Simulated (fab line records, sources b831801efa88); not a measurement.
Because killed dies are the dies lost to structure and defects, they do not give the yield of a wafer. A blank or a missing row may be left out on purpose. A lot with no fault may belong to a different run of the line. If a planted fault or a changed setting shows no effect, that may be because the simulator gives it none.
Chamber matching || flow gf180mcu || 4 sister chambers for GF_V5_ETCH_17 on rie diel-04
The step etches SiO2 in C4F8/O2/Ar, stops on TiN, target depth 855 nm. 4 wafers are shown with their chamber, then 9 later ones without.

WAFERS PAIRED WITH THEIR CHAMBERS
{"wafer": "L652.1", "chamber": 0, "oes product au (a.u.)": 0.863}
{"wafer": "L652.3", "chamber": 1, "oes product au (a.u.)": 0.855}
{"wafer": "L653.3", "chamber": 2, "oes product au (a.u.)": 0.863}
{"wafer": "L653.6", "chamber": 3, "oes product au (a.u.)": 0.864}

WAFERS WHOSE CHAMBER IS MISSING
{"wafer": "L655.2", "oes product au (a.u.)": 0.868}
{"wafer": "L655.3", "oes product au (a.u.)": 0.852}
{"wafer": "L655.5", "oes product au (a.u.)": 0.865}
{"wafer": "L656.3", "oes product au (a.u.)": 0.865}
{"wafer": "L656.5", "oes product au (a.u.)": 0.851}
{"wafer": "L656.6", "oes product au (a.u.)": 0.858}
{"wafer": "L666.1", "oes product au (a.u.)": 0.866}
{"wafer": "L666.3", "oes product au (a.u.)": 0.858}
{"wafer": "L666.6", "oes product au (a.u.)": 0.861}

CHAMBER TAKEN BY EACH
{"wafer": "L655.2", "from the rows above": "can't be placed: 3 or 0 or 2", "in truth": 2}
{"wafer": "L655.3", "from the rows above": 1, "in truth": 1}
{"wafer": "L655.5", "from the rows above": "can't be placed: 3 or 0 or 2", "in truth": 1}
{"wafer": "L656.3", "from the rows above": "can't be placed: 3 or 0 or 2", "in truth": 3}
{"wafer": "L656.5", "from the rows above": 1, "in truth": 1}
{"wafer": "L656.6", "from the rows above": "can't be placed: 1 or 0 or 2 or 3", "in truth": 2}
{"wafer": "L666.1", "from the rows above": "can't be placed: 3 or 0 or 2", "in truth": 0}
{"wafer": "L666.3", "from the rows above": "can't be placed: 1 or 0 or 2 or 3", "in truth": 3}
{"wafer": "L666.6", "from the rows above": "can't be placed: 0 or 2 or 3 or 1", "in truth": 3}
2 of 9 placed correctly. Unplaceable from these rows: 7, with the true chamber sitting among the candidates in 6. Wrongly placed: 0.
How it was worked out, from the rows above alone: a wafer's distance from a chamber is the root of the sum, over the readings, of the square of ((its reading less the chamber's mean) divided by the reading's scatter). The wafer belongs to the nearest chamber; if the next one is less than 2 further off, it can't be placed. Each chamber's mean is taken over the wafers shown for it. The scatter (one wafer shown for each chamber): square how far every hidden wafer sits from the nearest shown wafer, average those squares and take the square root.
